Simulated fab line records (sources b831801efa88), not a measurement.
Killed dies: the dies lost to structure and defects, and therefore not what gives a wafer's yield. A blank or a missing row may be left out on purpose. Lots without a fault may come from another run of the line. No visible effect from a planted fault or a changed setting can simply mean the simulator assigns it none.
fab line records	flow sky130	part 1 of 2: steps 1 to 32 of 33
record: lots: 6	wafers: 18	last_day: 50
route steps=708 shown LOCAL_INTERCONNECT@394 CONTACT@406 PAD_OPEN@708
lots with no fault: from the same line, run without faults
start_h: hours from the record's opening day to when the first of the lot's shown wafers began	wait_h: hours since the lot's step before	" same as the row above	L1.1+2: a single row standing in for several wafers	- either no value or no given start	* or withheld: withheld	< > ~ a bound
route shown NAME@n: a module of which the file shows steps, and the number in the route of the first	usual: average and standard deviation across the fault-free wafers	same: alike in all rows	chamber/n: place in a boat	sites: each site's reading	_std_site: standard deviation of those values	_edge_site: mean of outer sites minus mean of inner sites	radius_mm: for every site, how far away it sits from the centre of the wafer	mask NAME#n: copy n	behind: the tool/chamber that last shaped the wafer	hold: why the lot went on hold/how many hours it stayed there/how the hold came to an end	device: whichever transistor did not switch (one of n, p or np)	end of line: tests run on the same wafers once the route is complete	where a step has no rows: the recipe by itself	killed: at the first sort, the dies lost to defects and structure; wafer yield is something else	map: a wafer's dies, x killed, . not, _ none there
set.NAME: the setting that was run; set.NAME@STEP: the one run at that earlier step	model.NAME: the simulator's own value behind a step, which no gauge read
lots seen at some steps along the route; tables by step, rows by wafer
services: when a tool's chamber went out of use (start_h, in hours from the record's first day, below 0 if earlier), for how many hours, and the reason
== steps ==
step: SKY_LOCAL_INTERCONNECT_SOFTBAKE_07
recipe: temp_c: 100	time_s: 90	resist: KrF-thick
step: SKY_LOCAL_INTERCONNECT_EXPOSE_08
recipe: mask_id: LI1M	na: 0.8	source_shape: annular	sigma_inner: 0.55	sigma_outer: 0.85	target_cd_nm: 170	dose_mj: 28
step: SKY_LOCAL_INTERCONNECT_PEB_09
recipe: peb_temp_c: withheld	peb_time_s: withheld	resist: KrF-thick
step: SKY_LOCAL_INTERCONNECT_DEVELOP_10
recipe: develop_time_s: 60	resist: KrF-thick	dev_temp_c: 19.81
step: SKY_LOCAL_INTERCONNECT_CD_MEAS_11
recipe: target_cd_nm: 170
usual: cd_nm: 170.3/1.3
lot.wafer	tool	chamber	start_h	wait_h	cd_nm
L579.2	cd_sem-01	-	741.81	-	169.0
L579.5	"	-	"	"	168.5
L579.6	"	-	"	"	168.9
L581.3	cd_sem-01	-	764.24	-	168.3
L581.4	"	-	"	"	168.8
L581.6	"	-	"	"	168.6
L589.1	cd_sem-02	-	817.44	-	170.9
L589.3	"	-	"	"	168.7
L589.4	"	-	"	"	171.2
L591.1	cd_sem-02	-	829.58	-	170.5
L591.2	"	-	"	"	169.7
L591.5	"	-	"	"	170.0
L594.2	cd_sem-02	-	881.27	-	168.3
L594.5	"	-	"	"	167.7
L594.6	"	-	"	"	169.0
L592.1	cd_sem-01	-	882.69	-	172.4
L592.3	"	-	"	"	173.0
L592.6	"	-	"	"	172.3
step: SKY_LOCAL_INTERCONNECT_OVL_MEAS_12
usual: LOCAL_INTERCONNECT_OVL: 1/5.4
lot.wafer	tool	chamber	start_h	wait_h	LOCAL_INTERCONNECT_OVL[nm]
L579.2	overlay-01	-	741.92	0.1	-3
L579.5	"	-	"	"	0
L579.6	"	-	"	"	3
L581.3	overlay-02	-	764.33	0.1	4
L581.4	"	-	"	"	7
L581.6	"	-	"	"	8
L589.1	overlay-02	-	817.56	0.1	4
L589.3	"	-	"	"	-2
L589.4	"	-	"	"	9
L591.1	overlay-01	-	829.70	0.1	-2
L591.2	"	-	"	"	-7
L591.5	"	-	"	"	-2
L594.2	overlay-02	-	881.37	0.1	-3
L594.5	"	-	"	"	6
L594.6	"	-	"	"	3
L592.1	overlay-02	-	882.81	0.1	-5
L592.3	"	-	"	"	-12
L592.6	"	-	"	"	0
step: SKY_LOCAL_INTERCONNECT_ETCH_13
recipe: chemistry: N2/H2	target: BARC	ion_energy_ev: 200	bias_w: 100	pressure_mtorr: 30	n2_flow_sccm: 100	h2_flow_sccm: 200	icp_w: 500	stop_on: SiO2	time_s: 45.9	target_depth_a: 600
step: SKY_LOCAL_INTERCONNECT_METAL_ETCH_14
recipe: target_depth_nm: 110	stop_on: PSG	chemistry: Cl2/BCl3	target: TiN	resist_sidewall_deg: 88	pressure_mtorr: 10	icp_w: 900	bias_w: 48.5	Cl2_flow_sccm: 60	bcl3_flow_sccm: 30	time_s: 31.4
usual: chamber_pressure_mTorr: 9.998/0.01	drypump_motor_current_A: 5.5/0.56	oes_product_au: 0.942/0.0072	rf_fwd_power_W: 889/3.9	throttle_valve_pct: 21.899/0.01
lot.wafer	tool	chamber	start_h	wait_h	chamber_pressure_mTorr	drypump_motor_current_A	oes_product_au	rf_fwd_power_W	rf_hours_counter_h	throttle_valve_pct
L579.2	rie_metal-01	0	742.01	0.0	9.996	5.2	0.941	892	16	21.879
L579.5	"	0	"	"	9.993	5.1	0.942	896	-	21.909
L579.6	"	1	"	"	10.001	5.8	0.935	892	-	21.887
L581.3	rie_metal-03	0	764.43	0.0	9.980	6.5	0.944	880	-	21.906
L581.4	"	1	"	"	9.995	4.7	0.945	886	-	21.893
L581.6	"	1	"	"	10.005	4.7	0.943	884	-	21.904
L589.1	rie_metal-03	1	817.72	0.1	10.000	4.7	0.947	886	4	21.924
L589.3	"	1	"	"	9.995	4.7	0.951	885	-	21.899
L589.4	"	1	"	"	10.008	4.7	0.945	887	-	21.889
L591.1	rie_metal-01	1	829.80	0.0	10.004	5.8	0.935	888	8	21.904
L591.2	"	0	"	"	9.998	5.2	0.940	894	1	21.922
L591.5	"	1	"	"	10.007	5.8	0.942	889	-	21.909
L594.2	rie_metal-03	1	881.47	0.0	10.010	4.7	0.945	882	7	21.881
L594.5	"	0	"	"	10.012	6.4	0.931	883	-	21.892
L594.6	"	1	"	"	9.996	4.7	0.938	886	-	21.888
L592.1	rie_metal-01	0	882.91	0.0	10.013	5.1	0.937	890	4	21.909
L592.3	"	0	"	"	10.001	5.1	0.945	889	-	21.878
L592.6	"	0	"	"	10.006	5.2	0.937	890	-	21.902
step: SKY_LOCAL_INTERCONNECT_STRIP_15
recipe: chemistry: O2/N2	power_w: 1400	pressure_mtorr: 1500	platen_temp_c: withheld	o2_flow_sccm: 3000	n2_flow_sccm: 300	overash_fraction: 0.5
usual: chamber_pressure_mTorr: 1499.9/1.3	drypump_motor_current_A: 5.8/0.36	n2_flow_sccm: 300.1/0.91	oes_product_au: 0.427/0.0047	strip_time_to_endpoint_s: 4.720/0.017
same: overash_fraction: 0.5
lot.wafer	tool	chamber	start_h	wait_h	chamber_pressure_mTorr	drypump_motor_current_A	n2_flow_sccm	oes_product_au	rf_hours_counter_h	strip_time_to_endpoint_s
L579.2	plasma_asher-01	0	742.06	0.0	1499.8	6.1	300.9	0.426	90	4.724
L579.5	"	1	"	"	1500.0	5.7	301.2	0.426	-	4.723
L579.6	"	0	"	"	1497.6	6.1	300.6	0.429	-	4.705
L581.3	plasma_asher-01	0	764.50	0.1	1500.6	6.1	300.6	0.421	-	4.746
L581.4	"	1	"	"	1500.1	5.7	301.5	0.429	-	4.718
L581.6	"	0	"	"	1500.5	6.1	298.8	0.427	-	4.734
L589.1	plasma_asher-02	0	817.82	0.1	1500.4	6.1	299.3	0.424	7	4.735
L589.3	"	1	"	"	1498.9	5.7	302.0	0.421	-	4.729
L589.4	"	0	"	"	1501.8	6.1	300.6	0.427	-	4.705
L591.1	plasma_asher-02	1	829.85	0.0	1500.2	5.7	299.3	0.427	9	4.686
L591.2	"	0	"	"	1499.5	6.1	298.8	0.421	9	4.737
L591.5	"	0	"	"	1498.6	6.1	298.3	0.432	-	4.713
L594.2	plasma_asher-03	0	881.52	0.0	1498.5	5.0	299.6	0.422	42	4.688
L594.5	"	1	"	"	1498.8	6.1	300.3	0.428	-	4.691
L594.6	"	0	"	"	1499.8	5.0	299.4	0.425	-	4.697
L592.1	plasma_asher-01	0	882.96	0.0	1499.1	6.1	298.4	0.425	104	4.751
L592.3	"	0	"	"	1498.5	6.1	299.4	0.435	-	4.720
L592.6	"	1	"	"	1500.6	5.7	298.5	0.424	-	4.742
step: SKY_LOCAL_INTERCONNECT_STRIP_16
recipe: chemistry: post_etch_residue_remover	time_s: 1200	temp_c: 72.5
step: SKY_LOCAL_INTERCONNECT_CLEAN_17
recipe: chemistry: IPA	time_s: 180	temp_c: 25
step: SKY_LOCAL_INTERCONNECT_CLEAN_18
recipe: chemistry: O3/DIW	dry: n2_spin
step: SKY_CONTACT_CVD_00
recipe: material: Si3N4	target_thk_nm: 75	temp_c: 400	time_s: withheld	rf_w: 450
usual: heater_power_w: 739/74	rf_fwd_power_W: 444.3/2.4
lot.wafer	tool	chamber	start_h	wait_h	heater_power_w	rf_fwd_power_W	model.Si3N4_of_CONTACT_CVD_00.thk_nm
L579.2	pecvd-04	1	742.69	0.0	660	445.1	75.48
L579.5	"	1	"	"	660	445.0	75.86
L579.6	"	2	"	"	767	446.7	76.76
L581.3	pecvd-03	1	765.07	0.0	649	448.8	75.28
L581.4	"	0	"	"	733	441.3	75.55
L581.6	"	2	"	"	776	446.8	74.22
L589.1	pecvd-04	2	818.46	0.0	732	445.2	73.68
L589.3	"	2	"	"	753	446.0	75.08
L589.4	"	0	"	"	829	-	25.36
L591.1	pecvd-04	2	830.45	0.0	732	444.2	74.36
L591.2	"	0	"	"	773	-	25.93
L591.5	"	0	"	"	778	-	25.78
L594.2	pecvd-03	1	882.15	0.0	665	443.8	74.44
L594.5	"	0	"	"	819	439.9	75.33
L594.6	"	2	"	"	838	446.9	74.98
L592.1	pecvd-02	0	883.60	0.0	805	446.5	74.09
L592.3	"	1	"	"	608	443.9	73.27
L592.6	"	0	"	"	811	444.8	74.84
step: SKY_CONTACT_THK_MEAS_01
recipe: reads: Si3N4_of_CONTACT_CVD_00
usual: CONTACT_CVD_00_THK: 75.0/0.86
lot.wafer	tool	chamber	start_h	wait_h	CONTACT_CVD_00_THK[nm]
L579.2	film_metro-02	-	742.73	-	75.5
L579.5	"	-	"	"	75.8
L579.6	"	-	"	"	76.7
L581.3	film_metro-04	-	765.12	-	75.3
L581.4	"	-	"	"	75.5
L581.6	"	-	"	"	74.2
L589.1	film_metro-02	-	818.51	-	73.7
L589.3	"	-	"	"	75.1
L589.4	"	-	"	"	25.4
L591.1	film_metro-04	-	830.50	-	74.4
L591.2	"	-	"	"	25.9
L591.5	"	-	"	"	25.7
L594.2	film_metro-04	-	882.19	-	74.4
L594.5	"	-	"	"	75.4
L594.6	"	-	"	"	75.0
L592.1	film_metro-02	-	883.63	-	74.1
L592.3	"	-	"	"	73.3
L592.6	"	-	"	"	74.9
step: SKY_CONTACT_HDPCVD_02
recipe: material: SiO2	target_thk_nm: 565	sigma_open_frac: 0.3	time_s: 94.2	temp_c: 600	sih4_flow_sccm: 60	pressure_mtorr: 6
step: SKY_CONTACT_THK_MEAS_03
recipe: reads: SiO2_of_CONTACT_HDPCVD_02
usual: CONTACT_HDPCVD_THK: 559/4.2
lot.wafer	tool	chamber	start_h	wait_h	CONTACT_HDPCVD_THK[nm]
L579.2	film_metro-04	-	742.86	0.0	557
L579.5	"	-	"	"	561
L579.6	"	-	"	"	555
L581.3	film_metro-01	-	765.25	0.1	549
L581.4	"	-	"	"	550
L581.6	"	-	"	"	560
L589.1	film_metro-01	-	818.67	0.1	551
L589.3	"	-	"	"	560
L589.4	"	-	"	"	553
L591.1	film_metro-02	-	830.63	0.0	558
L591.2	"	-	"	"	558
L591.5	"	-	"	"	559
L594.2	film_metro-02	-	882.32	0.0	560
L594.5	"	-	"	"	559
L594.6	"	-	"	"	556
L592.1	film_metro-01	-	883.76	0.0	558
L592.3	"	-	"	"	563
L592.6	"	-	"	"	561
step: SKY_CONTACT_CMP_04
recipe: material: SiO2	down_force_psi: 4	platen_rpm: 60	pad_velocity_m_s: 0.94248
step: SKY_CONTACT_BOW_MEAS_05
recipe: mode: bow
usual: CONTACT_BOW: 79/6.3
lot.wafer	tool	chamber	start_h	wait_h	CONTACT_BOW[um]
L579.2	film_metro-02	-	743.23	0.3	77
L579.5	"	-	"	"	81
L579.6	"	-	"	"	85
L581.3	film_metro-04	-	765.63	0.3	81
L581.4	"	-	"	"	81
L581.6	"	-	"	"	89
L589.1	film_metro-02	-	819.03	0.1	81
L589.3	"	-	"	"	80
L589.4	"	-	"	"	76
L591.1	film_metro-02	-	831.22	0.2	70
L591.2	"	-	"	"	84
L591.5	"	-	"	"	78
L594.2	film_metro-01	-	882.69	0.2	86
L594.5	"	-	"	"	75
L594.6	"	-	"	"	81
L592.1	film_metro-01	-	884.12	0.1	88
L592.3	"	-	"	"	87
L592.6	"	-	"	"	80
step: SKY_CONTACT_DEHYDRATE_06
recipe: temp_c: 200	time_s: 60
step: SKY_CONTACT_HMDS_07
recipe: prime_time_s: 60	prime_temp_c: 120
step: SKY_CONTACT_COAT_08
recipe: resist: BARC	temp_c: withheld	time_s: withheld	spin_rpm: 3000	resist_thk_nm: 60
step: SKY_CONTACT_COAT_09
recipe: resist: KrF-thick	spin_rpm: 3000	resist_thk_nm: 444.3
step: SKY_CONTACT_SOFTBAKE_10
recipe: temp_c: 100	time_s: 90	resist: KrF-thick
step: SKY_CONTACT_EXPOSE_11
recipe: mask_id: CTM1	na: 0.8	source_shape: annular	sigma_inner: 0.55	sigma_outer: 0.85	target_cd_nm: 170	dose_mj: 38
step: SKY_CONTACT_PEB_12
recipe: peb_temp_c: withheld	peb_time_s: withheld	resist: KrF-thick
step: SKY_CONTACT_DEVELOP_13
recipe: develop_time_s: 60	resist: KrF-thick	dev_temp_c: 21
step: SKY_CONTACT_CD_MEAS_14
recipe: target_cd_nm: 170
usual: cd_nm: 170.1/1.4
lot.wafer	tool	chamber	start_h	wait_h	cd_nm
L579.2	cd_sem-02	-	769.72	-	170.6
L579.5	"	-	"	"	169.8
L579.6	"	-	"	"	170.5
L581.3	cd_sem-02	-	791.83	-	171.0
L581.4	"	-	"	"	170.9
L581.6	"	-	"	"	171.9
L589.1	cd_sem-02	-	844.59	-	173.0
L589.3	"	-	"	"	172.7
L589.4	"	-	"	"	172.6
L591.1	cd_sem-02	-	856.59	-	168.1
L591.2	"	-	"	"	168.4
L591.5	"	-	"	"	167.4
L594.2	cd_sem-01	-	907.46	-	171.2
L594.5	"	-	"	"	171.6
L594.6	"	-	"	"	171.2
L592.1	cd_sem-01	-	908.89	-	169.1
L592.3	"	-	"	"	169.8
L592.6	"	-	"	"	168.9
step: SKY_CONTACT_OVL_MEAS_15
usual: CONTACT_OVL: 1/5.3
lot.wafer	tool	chamber	start_h	wait_h	CONTACT_OVL[nm]
L579.2	overlay-01	-	769.82	0.1	2
L579.5	"	-	"	"	1
L579.6	"	-	"	"	0
L581.3	overlay-01	-	791.92	0.1	-10
L581.4	"	-	"	"	4
L581.6	"	-	"	"	-3
L589.1	overlay-01	-	844.71	0.1	-6
L589.3	"	-	"	"	-4
L589.4	"	-	"	"	-6
L591.1	overlay-02	-	856.71	0.1	5
L591.2	"	-	"	"	5
L591.5	"	-	"	"	0
L594.2	overlay-02	-	907.57	0.1	11
L594.5	"	-	"	"	6
L594.6	"	-	"	"	0
L592.1	overlay-01	-	909.01	0.1	-4
L592.3	"	-	"	"	-3
L592.6	"	-	"	"	-5
step: SKY_CONTACT_ETCH_16
recipe: chemistry: N2/H2	target: BARC	ion_energy_ev: 200	source_w: 500	bias_w: 100	pressure_mtorr: 30	n2_flow_sccm: 100	h2_flow_sccm: 200	stop_on: SiO2	time_s: 45.9	target_depth_a: 600
usual: chamber_pressure_mTorr: 29.998/0.027	drypump_motor_current_A: 5.9/0.32	n2_flow_sccm: 100.0/0.3	oes_product_au: 0.854/0.0045	rf_fwd_power_W: 494.6/2.8	throttle_valve_pct: 13.224/0.0094
lot.wafer	tool	chamber	start_h	wait_h	chamber_pressure_mTorr	drypump_motor_current_A	n2_flow_sccm	oes_product_au	rf_fwd_power_W	rf_hours_counter_h	throttle_valve_pct
L579.2	rie_diel-01	1	769.85	0.0	29.936	6.1	100.1	0.845	491.5	8	13.233
L579.5	"	2	"	"	30.020	6.2	99.7	0.851	492.7	-	13.206
L579.6	"	3	"	"	29.974	5.6	100.3	0.858	498.9	-	13.215
L581.3	rie_diel-04	3	791.95	0.0	30.046	5.9	100.0	0.851	489.1	20	13.224
L581.4	"	3	"	"	30.032	6.0	99.6	0.859	494.0	-	13.228
L581.6	"	2	"	"	30.008	6.3	99.9	0.860	493.9	-	13.222
L589.1	rie_diel-01	2	844.74	0.0	30.006	6.2	100.1	0.847	491.6	6	13.239
L589.3	"	3	"	"	29.973	5.6	99.6	0.863	495.6	7	13.237
L589.4	"	0	"	"	30.000	5.5	99.8	0.855	496.7	9	13.225
L591.1	rie_diel-01	1	856.75	0.0	30.034	6.1	100.2	0.861	491.9	11	13.226
L591.2	"	0	"	"	29.981	5.5	100.4	0.863	496.3	10	13.228
L591.5	"	2	"	"	29.988	6.3	100.2	0.859	489.3	-	13.237
L594.2	rie_diel-04	1	907.60	0.0	29.996	5.4	99.9	0.860	494.1	14	13.232
L594.5	"	1	"	"	30.026	5.4	99.7	0.858	492.6	-	13.223
L594.6	"	0	"	"	29.977	5.8	99.8	0.852	499.2	-	13.236
L592.1	rie_diel-01	2	909.04	0.0	30.001	6.2	100.4	0.859	490.0	9	13.237
L592.3	"	3	"	"	29.984	5.6	100.3	0.845	495.7	10	13.236
L592.6	"	1	"	"	29.980	6.1	100.0	0.851	490.6	-	13.244
step: SKY_CONTACT_ETCH_17
recipe: target: SiO2	chemistry: C4F8/O2/Ar	stop_on: Si3N4	mask_material: KrF-thick	source_w: 1500	bias_w: 1200	pressure_mtorr: 40	c4f8_flow_sccm: withheld	O2_flow_sccm: 6	Ar_flow_sccm: 300	time_s: withheld	target_depth_a: 3400
usual: chamber_pressure_mTorr: 40.00/0.035	oes_product_au: 0.891/0.0045	rf_fwd_power_W: 1486/7.3
lot.wafer	tool	chamber	start_h	wait_h	chamber_pressure_mTorr	oes_product_au	rf_fwd_power_W
L579.2	rie_diel-01	1	769.89	0.0	40.03	0.892	1480
L579.5	"	2	"	"	40.04	0.891	1473
L579.6	"	3	"	"	39.94	0.887	1492
L581.3	rie_diel-04	3	791.99	0.0	40.06	0.894	1485
L581.4	"	3	"	"	40.01	0.893	1491
L581.6	"	2	"	"	40.02	0.892	1491
L589.1	rie_diel-01	2	844.79	0.0	39.96	0.900	1484
L589.3	"	3	"	"	40.01	0.886	1495
L589.4	"	0	"	"	39.97	0.897	1489
L591.1	rie_diel-01	1	856.79	0.0	40.01	0.894	1480
L591.2	"	0	"	"	39.99	0.890	1483
L591.5	"	2	"	"	39.97	0.891	1479
L594.2	rie_diel-04	1	907.64	0.0	40.01	0.896	1489
L594.5	"	1	"	"	40.03	0.888	1483
L594.6	"	0	"	"	39.96	0.893	1492
L592.1	rie_diel-01	2	909.09	0.0	40.00	0.891	1481
L592.3	"	3	"	"	39.94	0.886	1490
L592.6	"	1	"	"	40.05	0.888	1479
step: SKY_CONTACT_ETCH_18
recipe: target: Si3N4	chemistry: CHF3/O2	stop_on: TiN	source_w: 600	bias_w: 200	pressure_mtorr: 40	chf3_flow_sccm: 50	O2_flow_sccm: 5	time_s: 39	target_depth_a: 750
usual: chamber_pressure_mTorr: 40.00/0.036	drypump_motor_current_A: 5.9/0.32	oes_product_au: 0.855/0.0067	rf_fwd_power_W: 593/3.2	throttle_valve_pct: 8.793/0.0092
lot.wafer	tool	chamber	start_h	wait_h	chamber_pressure_mTorr	drypump_motor_current_A	oes_product_au	rf_fwd_power_W	rf_hours_counter_h	throttle_valve_pct	model.etch.depth_nm
L579.2	rie_diel-01	1	-	-	40.01	6.1	0.855	585	8	8.794	75.48
L579.5	"	2	"	"	39.98	6.2	0.863	593	-	8.797	75.86
L579.6	"	3	"	"	40.03	5.6	0.863	597	-	8.802	76.76
L581.3	rie_diel-04	3	-	-	40.00	6.0	0.856	590	20	8.810	75.28
L581.4	"	3	"	"	40.01	6.0	0.849	591	-	8.782	75.55
L581.6	"	2	"	"	40.06	6.3	0.850	596	-	8.798	74.22
L589.1	rie_diel-01	2	-	-	40.00	6.2	0.843	588	6	8.795	73.68
L589.3	"	3	"	"	40.00	5.6	0.866	594	7	8.779	75.08
L589.4	"	0	"	"	39.98	5.5	0.537	595	9	8.701	25.36
L591.1	rie_diel-01	1	-	-	40.10	6.1	0.854	589	11	8.789	74.36
L591.2	"	0	"	"	40.04	5.5	0.544	591	10	8.716	25.93
L591.5	"	2	"	"	39.98	6.2	0.537	590	-	8.724	25.78
L594.2	rie_diel-04	1	-	-	39.99	5.4	0.853	591	14	8.783	74.44
L594.5	"	1	"	"	40.04	5.4	0.856	588	-	8.777	75.33
L594.6	"	0	"	"	39.97	5.8	0.855	597	-	8.789	74.98
L592.1	rie_diel-01	2	-	-	40.03	6.2	0.856	590	9	8.788	74.09
L592.3	"	3	"	"	40.01	5.6	0.846	596	10	8.795	73.27
L592.6	"	1	"	"	40.03	6.1	0.851	587	-	8.800	74.84
step: SKY_CONTACT_STRIP_19
recipe: chemistry: O2/N2	power_w: 1400	pressure_mtorr: 1500	platen_temp_c: withheld	o2_flow_sccm: 3000	n2_flow_sccm: 300	overash_fraction: 0.5
usual: chamber_pressure_mTorr: 1500.0/1.5	drypump_motor_current_A: 5.8/0.39	n2_flow_sccm: 299.9/0.91	oes_product_au: 0.378/0.0044	strip_time_to_endpoint_s: 3.550/0.019
same: overash_fraction: 0.5
lot.wafer	tool	chamber	start_h	wait_h	chamber_pressure_mTorr	drypump_motor_current_A	n2_flow_sccm	oes_product_au	rf_hours_counter_h	strip_time_to_endpoint_s
L579.2	plasma_asher-02	0	769.98	-	1501.6	6.1	299.7	0.379	2	3.559
L579.5	"	0	"	"	1502.0	6.1	299.3	0.376	-	3.558
L579.6	"	1	"	"	1501.0	5.8	299.8	0.373	-	3.558
L581.3	plasma_asher-04	1	792.11	-	1499.4	5.8	299.5	0.380	-	3.559
L581.4	"	0	"	"	1499.8	6.3	298.9	0.374	-	3.538
L581.6	"	0	"	"	1498.8	6.3	298.4	0.379	-	3.552
L589.1	plasma_asher-03	0	844.88	-	1502.3	5.0	299.2	0.378	39	3.538
L589.3	"	0	"	"	1501.9	5.0	300.7	0.378	-	3.568
L589.4	"	1	"	"	1499.1	6.1	298.5	0.377	-	3.570
L591.1	plasma_asher-02	1	856.88	-	1501.1	5.8	298.2	0.375	12	3.580
L591.2	"	0	"	"	1497.8	6.1	300.1	0.376	12	3.546
L591.5	"	1	"	"	1498.7	5.7	298.7	0.378	-	3.565
L594.2	plasma_asher-02	1	907.73	-	1501.3	5.7	300.0	0.374	17	3.573
L594.5	"	1	"	"	1499.0	5.7	299.5	0.390	-	3.574
L594.6	"	0	"	"	1500.2	6.1	301.2	0.382	-	3.577
L592.1	plasma_asher-02	0	909.18	-	1499.1	6.1	299.0	0.382	17	3.581
L592.3	"	0	"	"	1503.9	6.1	298.8	0.376	-	3.562
L592.6	"	0	"	"	1497.2	6.1	299.5	0.367	-	3.525
== key ==
first_sign: step: SKY_CONTACT_THK_MEAS_01	reading: CONTACT_CVD_00_THK	direction: down	sigmas: 58	usual: 75.0	struck: 25.7
effect: step: SKY_CONTACT_ETCH_18	reading: oes_product_au	direction: down	sigmas: 47	usual: 0.855	struck: 0.539
model_effect: step: SKY_CONTACT_CVD_00	value: Si3N4_of_CONTACT_CVD_00.thk_nm	without: 75.54	struck: 25.69
model_effect: step: SKY_CONTACT_ETCH_18	value: etch.depth_nm	without: 75.54	struck: 25.69
met_at SKY_CONTACT_CVD_00
struck_wafers L589.4,L591.2,L591.5
tester_left_out L589,L591
fault: kind: process_parameter_drift	tool: pecvd-04	chamber: 0	onset_h: 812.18	steps: SKY_CONTACT_CVD_00	channel: time_s	offset: withheld	shape: step	end_h: 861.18	acts_in: *
tester_left_out: of these lots the tester's yield and bins aren't shown, on N5 and GAA mostly nor the transistor test; their killed dies are dies lost to structure and defects alone, not to doping, threshold or leakage, so they don't give the yield
